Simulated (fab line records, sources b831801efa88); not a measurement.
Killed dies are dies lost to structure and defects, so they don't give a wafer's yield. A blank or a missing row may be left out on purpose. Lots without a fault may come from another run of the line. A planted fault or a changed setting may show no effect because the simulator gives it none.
fab line records | flow sky130
record lots=5 wafers=15 last_day=50
route steps=708 shown VIA2@527 METAL3@532 CAPM@537 PAD_OPEN@708
lots that met no fault: from a run of the same line without faults
start_h: hours from the record's first day to the start of the lot's first wafer shown | wait_h: hours since the lot's step before | " the same as in the row above | L1.1+2: a row that stands for several wafers | - no value, or no start given | * or withheld: withheld | < > ~ a bound
route shown NAME@n: a module of which the file shows steps, and the number in the route of the first | usual: mean/standard deviation of fault-free wafers | same: alike in all rows | chamber/n: place in a boat | sites: the reading at each site | _std_site: their standard deviation | _edge_site: outer sites' mean less inner sites' | radius_mm: how far each site lies from the wafer's centre | mask NAME#n: copy n | behind: the tool/chamber that last shaped the wafer | hold: why the lot was held/for how many hours/how that ended | device: the transistor (n, p or np) that didn't switch | end of line: the same wafers' tests at the end of the route | a step without rows: its recipe alone | killed: dies lost to structure and defects at the first sort, not the wafer's yield | map: a wafer's dies, x killed, . not, _ none there
set.NAME: the setting as run; set.NAME@STEP: as run at that earlier step | model.NAME: the simulator's own value behind a step, which no gauge read
lots at some steps of the route; a table a step, a row a wafer
services: from which hour (start_h, from the record's first day; less than 0 if before it) a tool's chamber was out of use, for how many hours, and why
## steps
# step SKY_VIA2_SPUTTER_20
# recipe material=TiN target_thk_nm=20 chamber_pressure_pa=5 power_w=4000 time_s=80
# step SKY_VIA2_CVD_21
# recipe material=W target_thk_nm=420 time_s=126.4 temp_c=400 pressure_torr=40
# step SKY_VIA2_RS_MEAS_22
# recipe thk_meas_gauge=four-point-probe reads=W_of_VIA2_CVD_21+TiN_of_VIA2_SPUTTER_20
# usual VIA2_W_RS=0.2748/0.0028
# columns lot.wafer tool chamber start_h wait_h VIA2_W_RS[ohm/sq]
L464.1 film_metro-04 - 876.86 0.1 0.2717
L464.2 " - " " 0.2808
L464.4 " - " " 0.2766
L469.1 film_metro-03 - 917.28 0.1 0.2748
L469.4 " - " " 0.2760
L469.5 " - " " 0.2727
L475.3 film_metro-02 - 960.12 0.1 0.2745
L475.4 " - " " 0.2721
L475.5 " - " " 0.2738
L482.1 film_metro-02 - 1009.12 0.1 0.2710
L482.3 " - " " 0.2752
L482.5 " - " " 0.2777
L483.2 film_metro-02 - 1018.33 0.1 0.2742
L483.3 " - " " 0.2700
L483.5 " - " " 0.2746
# step SKY_VIA2_THK_MEAS_23
# recipe thk_meas_gauge=xrf reads=W_of_VIA2_CVD_21
# usual VIA2_W_THK=423/8.1
# columns lot.wafer tool chamber start_h wait_h VIA2_W_THK[nm]
L464.1 film_metro-04 - 876.98 0.1 419
L464.2 " - " " 405
L464.4 " - " " 411
L469.1 film_metro-03 - 917.40 0.1 417
L469.4 " - " " 416
L469.5 " - " " 418
L475.3 film_metro-02 - 960.22 0.1 433
L475.4 " - " " 441
L475.5 " - " " 433
L482.1 film_metro-02 - 1009.24 0.1 436
L482.3 " - " " 432
L482.5 " - " " 427
L483.2 film_metro-02 - 1018.44 0.1 431
L483.3 " - " " 437
L483.5 " - " " 430
# step SKY_VIA2_CMP_24
# recipe stop_on=SiO2 t_overpolish_s=18.95 down_force_psi=3.5 platen_rpm=60 target_thk_nm=0 pad_velocity_m_s=0.94248
# step SKY_METAL3_SPUTTER_00
# recipe material=Ti target_thk_nm=15 power_w=3000 time_s=10 chamber_pressure_pa=0.4
# usual throttle_valve_pct=29.9/1
# columns lot.wafer tool chamber start_h wait_h throttle_valve_pct
L464.1 pvd_sputter-04 - 877.34 0.1 29.8
L464.2 " - " " 29.4
L464.4 " - " " 30.5
L469.1 pvd_sputter-04 - 917.76 0.1 31.8
L469.4 " - " " 30.3
L469.5 " - " " 29.9
L475.3 pvd_sputter-02 - 960.56 0.2 31.4
L475.4 " - " " 29.8
L475.5 " - " " 31.2
L482.1 pvd_sputter-01 - 1009.60 0.2 29.2
L482.3 " - " " 29.3
L482.5 " - " " 29.1
L483.2 pvd_sputter-01 - 1018.93 0.2 29.2
L483.3 " - " " 29.4
L483.5 " - " " 29.4
# step SKY_METAL3_SPUTTER_01
# recipe material=TiN target_thk_nm=20 power_w=6500 time_s=16.7 chamber_pressure_pa=0.4
# step SKY_METAL3_SPUTTER_02
# recipe material=AlCu target_thk_nm=735 power_w=10600 time_s=39.1 chamber_pressure_pa=0.4
# step SKY_METAL3_SPUTTER_03
# recipe material=Ti target_thk_nm=5 power_w=3000 time_s=3.3 chamber_pressure_pa=0.4
# step SKY_METAL3_SPUTTER_04
# recipe material=TiN target_thk_nm=70 power_w=6500 time_s=58.3 chamber_pressure_pa=0.4
# step SKY_CAPM_CVD_00
# recipe material=SiO2 target_thk_nm=15.5 temp_c=400 time_s=withheld rf_w=450
# usual heater_power_w=703/79
# columns lot.wafer tool chamber start_h wait_h heater_power_w
L464.1 pecvd-04 1 877.50 0.0 679
L464.2 " 0 " " 562
L464.4 " 1 " " 708
L469.1 pecvd-04 0 917.93 0.0 571
L469.4 " 1 " " 769
L469.5 " 0 " " 563
L475.3 pecvd-02 0 960.71 0.0 554
L475.4 " 1 " " 773
L475.5 " 2 " " 779
L482.1 pecvd-02 1 1009.75 0.0 818
L482.3 " 2 " " 772
L482.5 " 1 " " 793
L483.2 pecvd-02 1 1019.08 0.0 836
L483.3 " 2 " " 776
L483.5 " 1 " " 825
# step SKY_CAPM_THK_MEAS_01
# recipe reads=SiO2_of_CAPM_CVD_00
# usual CAPM_CVD_00_THK=15.39/0.24
# columns lot.wafer tool chamber start_h wait_h CAPM_CVD_00_THK[nm]
L464.1 film_metro-03 - 877.52 - 15.56
L464.2 " - " " 15.26
L464.4 " - " " 15.74
L469.1 film_metro-04 - 917.95 - 15.25
L469.4 " - " " 15.52
L469.5 " - " " 15.43
L475.3 film_metro-04 - 960.75 - 15.40
L475.4 " - " " 15.45
L475.5 " - " " 15.62
L482.1 film_metro-04 - 1009.77 - 14.92
L482.3 " - " " 15.20
L482.5 " - " " 15.40
L483.2 film_metro-01 - 1019.11 - 15.37
L483.3 " - " " 15.18
L483.5 " - " " 15.44
# step SKY_CAPM_SPUTTER_02
# recipe material=TiN target_thk_nm=200 temp_c=300 power_w=6500 time_s=166.7 chamber_pressure_pa=0.4
# usual throttle_valve_pct=30.0/1.1
# columns lot.wafer tool chamber start_h wait_h throttle_valve_pct model.TiN_of_CAPM_SPUTTER_02.thk_nm
L464.1 pvd_sputter-03 - 877.58 0.1 31.9 198.3
L464.2 " - " " 30.3 202.9
L464.4 " - " " 28.9 198.1
L469.1 pvd_sputter-01 - 918.01 0.1 28.3 199.9
L469.4 " - " " 29.2 198.4
L469.5 " - " " 31.3 200.7
L475.3 pvd_sputter-01 - 960.79 0.0 31.5 197.3
L475.4 " - " " 29.3 195.4
L475.5 " - " " 29.5 201.9
L482.1 pvd_sputter-03 - 1009.83 0.1 31.6 202.3
L482.3 " - " " 28.9 202
L482.5 " - " " 29.4 203.6
L483.2 pvd_sputter-04 - 1019.16 0.0 30.0 202.8
L483.3 " - " " 30.2 201.2
L483.5 " - " " 29.3 200.4
# step SKY_CAPM_RS_MEAS_03
# recipe thk_meas_gauge=four-point-probe reads=TiN_of_CAPM_SPUTTER_02
# usual CAPM_TIN_RS=6.90/0.076
# columns lot.wafer tool chamber start_h wait_h CAPM_TIN_RS[ohm/sq]
L464.1 film_metro-04 - 877.69 0.1 6.98
L464.2 " - " " 6.82
L464.4 " - " " 7.00
L469.1 film_metro-04 - 918.12 0.1 6.93
L469.4 " - " " 6.97
L469.5 " - " " 6.90
L475.3 film_metro-01 - 960.94 0.1 6.99
L475.4 " - " " 7.09
L475.5 " - " " 6.84
L482.1 film_metro-03 - 1009.94 0.1 6.83
L482.3 " - " " 6.85
L482.5 " - " " 6.78
L483.2 film_metro-03 - 1019.29 0.1 6.81
L483.3 " - " " 6.85
L483.5 " - " " 6.88
# step SKY_CAPM_THK_MEAS_04
# recipe thk_meas_gauge=xrf reads=TiN_of_CAPM_SPUTTER_02
# usual CAPM_TIN_THK=202.9/2.4
# columns lot.wafer tool chamber start_h wait_h CAPM_TIN_THK[nm]
L464.1 film_metro-04 - 877.81 0.1 201.3
L464.2 " - " " 205.6
L464.4 " - " " 202.0
L469.1 film_metro-04 - 918.24 0.1 204.0
L469.4 " - " " 201.9
L469.5 " - " " 204.3
L475.3 film_metro-01 - 961.04 0.1 199.9
L475.4 " - " " 197.8
L475.5 " - " " 204.1
L482.1 film_metro-03 - 1010.06 0.1 203.0
L482.3 " - " " 202.6
L482.5 " - " " 204.6
L483.2 film_metro-03 - 1019.40 0.1 203.3
L483.3 " - " " 202.6
L483.5 " - " " 201.3
# step SKY_CAPM_DEHYDRATE_05
# recipe temp_c=200 time_s=60
# step SKY_CAPM_HMDS_06
# recipe prime_time_s=60 prime_temp_c=120
# step SKY_CAPM_COAT_07
# recipe resist=NOVOLAK spin_rpm=3000 resist_thk_nm=1140
# step SKY_CAPM_SOFTBAKE_08
# recipe temp_c=90 time_s=60 resist=NOVOLAK
# step SKY_CAPM_EXPOSE_09
# recipe mask_id=CAPM na=0.6 source_shape=conventional sigma_outer=0.6 polarization=unpolarized target_cd_nm=1000 dose_mj=159
# step SKY_CAPM_PEB_10
# recipe temp_c=withheld time_s=* resist=NOVOLAK
# step SKY_CAPM_DEVELOP_11
# recipe resist=NOVOLAK developer=TMAH develop_time_s=60 dev_temp_c=23
# step SKY_CAPM_OVL_MEAS_12
# usual CAPM_OVL=1.2/1.4
# columns lot.wafer tool chamber start_h wait_h CAPM_OVL[nm]
L464.1 overlay-01 - 903.61 0.1 2.1
L464.2 " - " " 3.1
L464.4 " - " " 2.3
L469.1 overlay-01 - 942.91 0.1 1.7
L469.4 " - " " 1.2
L469.5 " - " " 0.5
L475.3 overlay-01 - 985.33 0.1 0.4
L475.4 " - " " 0.9
L475.5 " - " " 0.1
L482.1 overlay-01 - 1031.65 0.1 0.4
L482.3 " - " " 1.0
L482.5 " - " " -0.5
L483.2 overlay-01 - 1041.76 0.1 2.4
L483.3 " - " " 1.3
L483.5 " - " " -0.5
# step SKY_CAPM_METAL_ETCH_13
# recipe target_depth_nm=220 stop_on=SiO2 chemistry=Cl2/BCl3 target=TiN pressure_mtorr=10 icp_w=900 bias_w=48.5 Cl2_flow_sccm=60 bcl3_flow_sccm=30 time_s=62.9
# usual bias_w=48.51/0.15 drypump_motor_current_A=5.9/0.42 oes_product_au=0.942/0.0073 throttle_valve_pct=21.900/0.01
# columns lot.wafer tool chamber start_h wait_h bias_w drypump_motor_current_A oes_product_au rf_hours_counter_h throttle_valve_pct model.CAPM.feature_depth_nm model.etch.depth_nm
L464.1 rie_metal-03 1 903.65 0.0 48.57 6.2 0.933 19 21.913 198.3 198.3
L464.2 " 0 " " 48.46 5.7 0.943 5 21.894 202.9 202.9
L464.4 " 1 " " 48.46 6.1 0.939 - 21.909 198.1 198.1
L469.1 rie_metal-03 1 942.95 0.0 48.24 6.1 0.944 0 21.905 199.9 199.9
L469.4 " 1 " " 48.32 6.1 0.934 - 21.908 198.4 198.4
L469.5 " 0 " " 48.31 5.7 0.941 - 21.888 200.7 200.7
L475.3 rie_metal-03 0 985.38 0.0 48.13 5.7 0.928 - 21.910 197.3 197.3
L475.4 " 1 " " 48.62 6.1 0.931 - 21.895 195.4 195.4
L475.5 " 0 " " 48.55 5.7 0.944 - 21.898 201.9 201.9
L482.1 rie_metal-03 1 1031.69 0.0 48.63 6.1 0.949 5 21.896 202.3 202.3
L482.3 " 0 " " 48.40 5.7 0.952 - 21.890 202 202
L482.5 " 1 " " 48.79 6.1 0.956 - 21.902 203.6 203.6
L483.2 rie_metal-01 0 1041.79 0.0 48.50 6.6 0.946 13 21.904 202.8 202.8
L483.3 " 0 " " 48.77 6.5 0.945 - 21.897 201.2 201.2
L483.5 " 1 " " 48.54 5.3 0.942 - 21.895 200.4 200.4
# step SKY_CAPM_STRIP_14
# recipe chemistry=O2/N2 power_w=1400 pressure_mtorr=1500 platen_temp_c=withheld o2_flow_sccm=3000 n2_flow_sccm=300 overash_fraction=0.5
# step SKY_CAPM_STRIP_15
# recipe chemistry=post_etch_residue_remover time_s=1200 temp_c=72.5
# step SKY_CAPM_CLEAN_16
# recipe chemistry=IPA time_s=180 temp_c=25
# step SKY_CAPM_CLEAN_17
# recipe chemistry=O3/DIW dry=n2_spin
# step SKY_METAL3_DEHYDRATE_05
# recipe temp_c=200 time_s=60
# step SKY_METAL3_HMDS_06
# recipe prime_time_s=60 prime_temp_c=120
# step SKY_METAL3_COAT_07
# recipe resist=BARC temp_c=withheld time_s=withheld spin_rpm=2963 resist_thk_nm=60
# step SKY_METAL3_COAT_08
# recipe resist=KrF-thick spin_rpm=3000 resist_thk_nm=1140
# step SKY_METAL3_SOFTBAKE_09
# recipe temp_c=100 time_s=90 resist=KrF-thick
# step SKY_METAL3_EXPOSE_10
# recipe mask_id=MM3 na=0.68 source_shape=annular sigma_inner=0.4 sigma_outer=0.8 target_cd_nm=300 dose_mj=28
# step SKY_METAL3_PEB_11
# recipe peb_temp_c=withheld peb_time_s=withheld resist=KrF-thick
# step SKY_METAL3_DEVELOP_12
# recipe develop_time_s=60 resist=KrF-thick dev_temp_c=21
# step SKY_METAL3_CD_MEAS_13
# recipe target_cd_nm=300
# usual cd_nm=300.2/1.6
# columns lot.wafer tool chamber start_h wait_h cd_nm
L464.1 cd_sem-01 - 929.22 - 298.0
L464.2 " - " " 296.8
L464.4 " - " " 296.6
L469.1 cd_sem-02 - 968.67 - 297.1
L469.4 " - " " 298.0
L469.5 " - " " 297.7
L475.3 cd_sem-02 - 1009.45 - 302.3
L475.4 " - " " 301.4
L475.5 " - " " 301.1
L482.1 cd_sem-01 - 1054.16 - 301.2
L482.3 " - " " 300.5
L482.5 " - " " 299.8
L483.2 cd_sem-02 - 1065.15 - 299.0
L483.3 " - " " 299.3
L483.5 " - " " 299.0
# step SKY_METAL3_OVL_MEAS_14
# usual METAL3_OVL=-4/5.5
# columns lot.wafer tool chamber start_h wait_h METAL3_OVL[nm]
L464.1 overlay-02 - 929.34 0.1 5
L464.2 " - " " -2
L464.4 " - " " -2
L469.1 overlay-02 - 968.79 0.1 1
L469.4 " - " " -4
L469.5 " - " " -4
L475.3 overlay-01 - 1009.55 0.1 -4
L475.4 " - " " 2
L475.5 " - " " -5
L482.1 overlay-02 - 1054.28 0.1 -1
L482.3 " - " " -2
L482.5 " - " " -2
L483.2 overlay-02 - 1065.26 0.1 -3
L483.3 " - " " -5
L483.5 " - " " -1
# step SKY_METAL3_DESCUM_15
# recipe chemistry=O2 source_power_w=150 bias_power_w=0 pressure_mtorr=10 temp_c=40 time_s=8
# usual drypump_motor_current_A=5.9/0.47 oes_product_au=0.995/0.012
# columns lot.wafer tool chamber start_h wait_h drypump_motor_current_A oes_product_au rf_hours_counter_h
L464.1 rie_metal-01 0 929.37 0.0 6.5 1.005 6
L464.2 " 1 " " 5.3 0.979 14
L464.4 " 0 " " 6.5 0.997 -
L469.1 rie_metal-02 1 968.82 0.0 6.1 0.992 8
L469.4 " 1 " " 6.2 0.997 -
L469.5 " 0 " " 5.4 0.996 -
L475.3 rie_metal-02 0 1009.58 0.0 5.4 1.004 -
L475.4 " 1 " " 6.2 0.998 -
L475.5 " 1 " " 6.1 1.010 -
L482.1 rie_metal-04 0 1054.32 0.0 6.1 0.980 16
L482.3 " 1 " " 5.6 0.984 -
L482.5 " 0 " " 6.1 0.985 -
L483.2 rie_metal-01 1 1065.29 0.0 5.3 0.981 22
L483.3 " 0 " " 6.6 1.012 -
L483.5 " 0 " " 6.6 1.007 -
# step SKY_METAL3_ETCH_16
# recipe chemistry=N2/H2 target=BARC ion_energy_ev=200 bias_w=100 pressure_mtorr=30 n2_flow_sccm=100 h2_flow_sccm=200 icp_w=500 stop_on=SiO2 time_s=88.2 target_depth_a=600
# usual bias_w=100.0/0.31 drypump_motor_current_A=5.9/0.47 oes_product_au=0.627/0.005 throttle_valve_pct=13.205/0.009
# columns lot.wafer tool chamber start_h wait_h bias_w drypump_motor_current_A oes_product_au rf_hours_counter_h throttle_valve_pct
L464.1 rie_metal-01 0 929.41 0.0 100.2 6.6 0.628 6 13.198
L464.2 " 1 " " 99.8 5.3 0.619 14 13.211
L464.4 " 0 " " 99.4 6.6 0.635 - 13.209
L469.1 rie_metal-02 1 968.85 0.0 99.9 6.1 0.631 8 13.214
L469.4 " 1 " " 100.7 6.2 0.623 - 13.210
L469.5 " 0 " " 99.9 5.4 0.622 - 13.202
L475.3 rie_metal-02 0 1009.63 0.0 100.1 5.4 0.631 - 13.196
L475.4 " 1 " " 99.6 6.1 0.633 - 13.185
L475.5 " 1 " " 99.0 6.1 0.630 - 13.215
L482.1 rie_metal-04 0 1054.35 0.0 100.5 6.1 0.625 16 13.212
L482.3 " 1 " " 100.3 5.6 0.630 - 13.220
L482.5 " 0 " " 100.7 6.1 0.628 - 13.205
L483.2 rie_metal-01 1 1065.32 0.0 100.3 5.4 0.622 22 13.174
L483.3 " 0 " " 100.1 6.5 0.618 - 13.211
L483.5 " 0 " " 100.4 6.6 0.636 - 13.199
# step SKY_METAL3_ETCH_17
# recipe target=SiO2 stop_on=TiN chemistry=C4F8/O2/Ar source_w=1500 bias_w=1200 pressure_mtorr=40 c4f8_flow_sccm=withheld O2_flow_sccm=6 Ar_flow_sccm=300 time_s=3.9 target_depth_a=150
# usual bias_w=1200/3.9 oes_product_au=0.751/0.0078
# columns lot.wafer tool chamber start_h wait_h bias_w oes_product_au rf_hours_counter_h
L464.1 rie_diel-02 0 929.50 0.1 1194 0.756 6
L464.2 " 3 " " 1196 0.745 1
L464.4 " 1 " " 1198 0.761 15
L469.1 rie_diel-01 3 968.95 0.1 1199 0.756 3
L469.4 " 0 " " 1199 0.751 7
L469.5 " 0 " " 1198 0.752 -
L475.3 rie_diel-04 3 1009.70 0.0 1202 0.755 7
L475.4 " 1 " " 1204 0.760 16
L475.5 " 1 " " 1204 0.753 -
L482.1 rie_diel-01 2 1054.45 0.1 1203 0.743 10
L482.3 " 3 " " 1199 0.757 5
L482.5 " 2 " " 1201 0.751 -
L483.2 rie_diel-02 1 1065.42 0.1 1200 0.753 19
L483.3 " 3 " " 1199 0.747 5
L483.5 " 1 " " 1196 0.757 -
# step SKY_METAL3_METAL_ETCH_18
# recipe target_depth_a=8450 stop_on=SiO2 over_etch_frac=0.3 time_s=183.1 chemistry=Cl2/BCl3 resist_sidewall_deg=88 pressure_mtorr=10 icp_w=900 bias_w=48.5 Cl2_flow_sccm=60 bcl3_flow_sccm=30
# step SKY_METAL3_STRIP_20
# recipe chemistry=post_etch_residue_remover time_s=1200 temp_c=72.5
# columns lot.wafer tool chamber start_h wait_h model.TiN_of_CAPM_SPUTTER_02.thk_nm
L464.1 wet_bench-03 0 929.80 0.1 197.5
L464.2 " 0 " " 202
L464.4 " 0 " " 197.2
L469.1 wet_bench-01 0 969.25 0.1 199.1
L469.4 " 0 " " 197.5
L469.5 " 0 " " 199.9
L475.3 wet_bench-04 0 1010.00 0.0 196.5
L475.4 " 0 " " 194.5
L475.5 " 0 " " 201
L482.1 wet_bench-03 3 1054.75 0.1 201.4
L482.3 " 3 " " 201.2
L482.5 " 3 " " 202.8
L483.2 wet_bench-03 1 1065.72 0.1 201.9
L483.3 " 1 " " 200.4
L483.5 " 1 " " 199.6
# step SKY_PAD_OPEN_PROBE_99
# usual defect_limited_yield=82.6/1.9 killed_at_M0_to_M3=43/5.9 killed_at_M4_up=2.9/1.5 killed_at_contacts=24/5 killed_at_front_end=15/4.8 killed_dies=86/9.3 killed_open=47/7.1 killed_short=38/6.3 sort_bin_3_pad_short=0.8/0.42 sort_bin_5_function=10.2/1.4 sort_bin_6_memory=6.4/1.1 sort_n_pass=406/9.3 sort_yield_pct=82.6/1.9
# same gross_dies=492 killed_at_back_side=0 killed_at_other=0 sort_bin_4_leakage[%]=0 sort_bin_8_speed[%]=0
# columns lot.wafer tool chamber start_h wait_h defect_limited_yield[%] killed_at_M0_to_M3 killed_at_M4_up killed_at_contacts killed_at_front_end killed_dies killed_open killed_short sort_bin_3_pad_short[%] sort_bin_5_function[%] sort_bin_6_memory[%] sort_n_pass sort_yield_pct[%] model.etest.cap_mim.plate_ohm_sq
L464.1 prober-02 - 1098.68 0.1 81.7 56 0 23 11 90 58 32 1.0 10.0 7.3 402 81.7 6.023
L464.2 prober-02 - 1098.73 0.1 80.3 55 4 30 8 97 57 40 0.8 12.6 6.3 395 80.3 5.931
L464.4 prober-02 - 1098.83 0.2 82.5 49 5 22 10 86 46 40 1.0 11.0 5.5 406 82.5 6.03
L469.1 prober-01 - 1132.12 0.1 82.5 44 3 19 20 86 47 39 1.2 10.6 5.7 406 82.5 5.929
L469.4 prober-01 - 1132.27 0.2 83.7 45 3 14 18 80 41 39 0.8 9.6 5.9 412 83.7 5.983
L469.5 prober-01 - 1132.32 0.2 82.3 41 2 24 20 87 38 49 0.8 11.2 5.7 405 82.3 5.96
L475.3 prober-01 - 1165.65 0.2 81.1 41 5 28 19 93 55 38 0.6 9.8 8.5 399 81.1 6.092
L475.4 prober-01 - 1165.70 0.2 82.3 41 3 27 16 87 39 48 1.4 9.8 6.5 405 82.3 6.13
L475.5 prober-01 - 1165.75 0.2 83.1 49 2 21 11 83 50 33 1.0 11.4 4.5 409 83.1 5.928
L482.1 prober-01 - 1197.46 0.1 82.5 40 2 29 15 86 44 42 1.0 10.8 5.7 406 82.5 5.994
L482.3 prober-01 - 1197.56 0.2 81.5 45 4 28 14 91 51 40 1.0 10.0 7.5 401 81.5 5.976
L482.5 prober-01 - 1197.66 0.2 86.6 33 3 17 13 66 36 30 0.2 7.7 5.5 426 86.6 5.926
L483.2 prober-02 - 1208.89 0.1 81.5 42 4 26 19 91 55 36 0.6 12.0 5.9 401 81.5 5.925
L483.3 prober-02 - 1208.94 0.2 81.5 42 2 31 16 91 47 44 1.0 10.0 7.5 401 81.5 5.983
L483.5 prober-02 - 1209.04 0.2 79.7 41 2 32 25 100 51 49 1.4 10.8 8.1 392 79.7 6.014
# killed by level:class
L464.1 VIA1:geometric_particle:open=13 VIA3:geometric_particle:open=10 VIA2:geometric_particle:open=8 LI_CONTACT:geometric_particle:open=7 CONTACT:geometric_particle:open=6 VIA1:geometric_particle:short=6 METAL3:geometric_particle:short=5 FIELD_ISO:geometric_particle:open=4
L464.2 VIA1:geometric_particle:open=19 CONTACT:geometric_particle:open=10 METAL1:geometric_particle:short=9 VIA1:geometric_particle:short=8 LI_CONTACT:geometric_particle:open=6 VIA3:geometric_particle:open=6 LI_CONTACT:geometric_particle:short=5 POLY_GATE:geometric_particle:open=4
L464.4 VIA1:geometric_particle:open=9 METAL1:geometric_particle:short=8 LI_CONTACT:geometric_particle:open=7 VIA2:geometric_particle:open=7 CONTACT:geometric_particle:open=7 VIA3:geometric_particle:open=6 LOCAL_INTERCONNECT:geometric_particle:short=5 METAL2:geometric_particle:short=5
L469.1 VIA1:geometric_particle:open=12 CONTACT:geometric_particle:open=7 VIA3:geometric_particle:open=7 FIELD_ISO:geometric_particle:short=6 VIA2:geometric_particle:open=6 CONTACT:geometric_particle:short=5 POLY_GATE:geometric_particle:open=4 LI_CONTACT:geometric_particle:open=4
L469.4 METAL2:geometric_particle:short=9 VIA1:geometric_particle:open=8 FIELD_ISO:geometric_particle:open=6 VIA1:geometric_particle:short=6 VIA2:geometric_particle:open=6 POLY_GATE:geometric_particle:short=5 LI_CONTACT:geometric_particle:open=5 CONTACT:geometric_particle:open=5
L469.5 FIELD_ISO:geometric_particle:short=8 CONTACT:geometric_particle:open=8 LI_CONTACT:geometric_particle:open=7 METAL2:geometric_particle:short=6 METAL1:geometric_particle:short=5 VIA1:geometric_particle:short=5 VIA2:geometric_particle:short=5 VIA3:geometric_particle:open=5
L475.3 VIA1:geometric_particle:open=14 LI_CONTACT:geometric_particle:open=10 CONTACT:geometric_particle:open=9 METAL1:geometric_particle:short=6 FIELD_ISO:geometric_particle:short=5 VIA3:geometric_particle:open=5 FIELD_ISO:geometric_particle:open=4 POLY_GATE:geometric_particle:short=4
L475.4 CONTACT:geometric_particle:open=9 FIELD_ISO:geometric_particle:short=8 LI_CONTACT:geometric_particle:open=7 VIA1:geometric_particle:open=6 VIA3:geometric_particle:open=6 CONTACT:geometric_particle:short=6 LOCAL_INTERCONNECT:geometric_particle:short=5 METAL1:geometric_particle:short=5
L475.5 VIA1:geometric_particle:open=17 LI_CONTACT:geometric_particle:open=8 VIA1:geometric_particle:short=8 CONTACT:geometric_particle:open=6 VIA3:geometric_particle:open=6 FIELD_ISO:geometric_particle:open=4 METAL2:geometric_particle:short=4 CONTACT:geometric_particle:short=3
L482.1 LI_CONTACT:geometric_particle:open=11 VIA3:geometric_particle:short=7 VIA2:geometric_particle:open=7 CONTACT:geometric_particle:open=5 LOCAL_INTERCONNECT:geometric_particle:short=5 METAL1:geometric_particle:short=5 VIA3:geometric_particle:open=5 VIA1:geometric_particle:open=4
L482.3 VIA1:geometric_particle:open=12 LI_CONTACT:geometric_particle:open=8 CONTACT:geometric_particle:short=8 VIA1:geometric_particle:short=7 VIA3:geometric_particle:open=7 VIA2:geometric_particle:open=6 CONTACT:geometric_particle:open=5 FIELD_ISO:geometric_particle:open=4
L482.5 VIA1:geometric_particle:open=7 CONTACT:geometric_particle:open=7 VIA3:geometric_particle:open=6 LI_CONTACT:geometric_particle:open=5 VIA3:geometric_particle:short=5 METAL1:geometric_particle:short=4 VIA1:geometric_particle:short=4 FIELD_ISO:geometric_particle:open=3
L483.2 CONTACT:geometric_particle:open=14 VIA1:geometric_particle:open=10 LI_CONTACT:geometric_particle:open=9 METAL2:geometric_particle:short=7 VIA2:geometric_particle:open=6 FIELD_ISO:geometric_particle:short=5 METAL1:geometric_particle:short=4 VIA3:geometric_particle:open=4
L483.3 CONTACT:geometric_particle:open=11 VIA1:geometric_particle:open=9 LI_CONTACT:geometric_particle:open=8 VIA1:geometric_particle:short=7 FIELD_ISO:geometric_particle:short=6 CONTACT:geometric_particle:short=5 METAL2:geometric_particle:short=5 LOCAL_INTERCONNECT:geometric_particle:short=4
L483.5 CONTACT:geometric_particle:open=11 METAL1:geometric_particle:short=10 VIA1:geometric_particle:open=9 LI_CONTACT:geometric_particle:open=8 FIELD_ISO:geometric_particle:open=7 POLY_GATE:geometric_particle:short=6 CONTACT:geometric_particle:short=6 METAL3:geometric_particle:short=5
## services
# columns tool chamber start_h hours kind
rie_metal-01 - 871.29 2.8 pm
pvd_sputter-01 - 871.98 6.8 repair
pecvd-02 - 875.61 6.0 pm
rie_diel-01 1 894.80 20.9 repair
pvd_sputter-02 - 900.91 10.6 repair
pecvd-02 - 907.11 5.5 pm
rie_metal-03 - 907.84 0.2 repair
pecvd-04 - 907.96 1.6 repair
rie_metal-04 - 919.00 0.5 repair
rie_metal-04 0 920.10 4.3 repair
rie_diel-02 1 926.81 1.6 repair
pecvd-02 - 946.56 2.7 repair
rie_diel-02 - 959.67 1.7 repair
wet_bench-03 - 973.31 1.3 repair
rie_metal-04 0 978.51 1.7 repair
pecvd-02 1 985.55 4.6 repair
pvd_sputter-01 - 998.05 2.1 repair
rie_metal-04 0 1015.94 1.2 repair
rie_diel-01 3 1023.36 7.1 repair
pecvd-02 1 1030.40 80.1 repair
pecvd-04 2 1044.48 12.0 repair
rie_metal-02 1 1050.84 4.1 repair
pvd_sputter-04 - 1053.87 1.9 repair
pvd_sputter-01 - 1065.34 5.4 repair
## key
first_sign none at tools or gauges
model_effect step=SKY_CAPM_SPUTTER_02 value=TiN_of_CAPM_SPUTTER_02.thk_nm without=196.6 struck=201.9
model_effect step=SKY_CAPM_METAL_ETCH_13 value=CAPM.feature_depth_nm without=196.6 struck=201.9
model_effect step=SKY_METAL3_STRIP_20 value=TiN_of_CAPM_SPUTTER_02.thk_nm without=195.7 struck=201
model_effect step=SKY_PAD_OPEN_PROBE_99 value=etest.cap_mim.plate_ohm_sq without=6.088 struck=5.928
met_at SKY_CAPM_SPUTTER_02
struck_wafers L475.5
fault kind=process_parameter_drift tool=pvd_sputter-01 chamber=- onset_h=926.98 steps=SKY_CAPM_SPUTTER_02 channel=time_s offset=* shape=step end_h=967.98 acts_in=* stated=* scope=struck_wafers_only
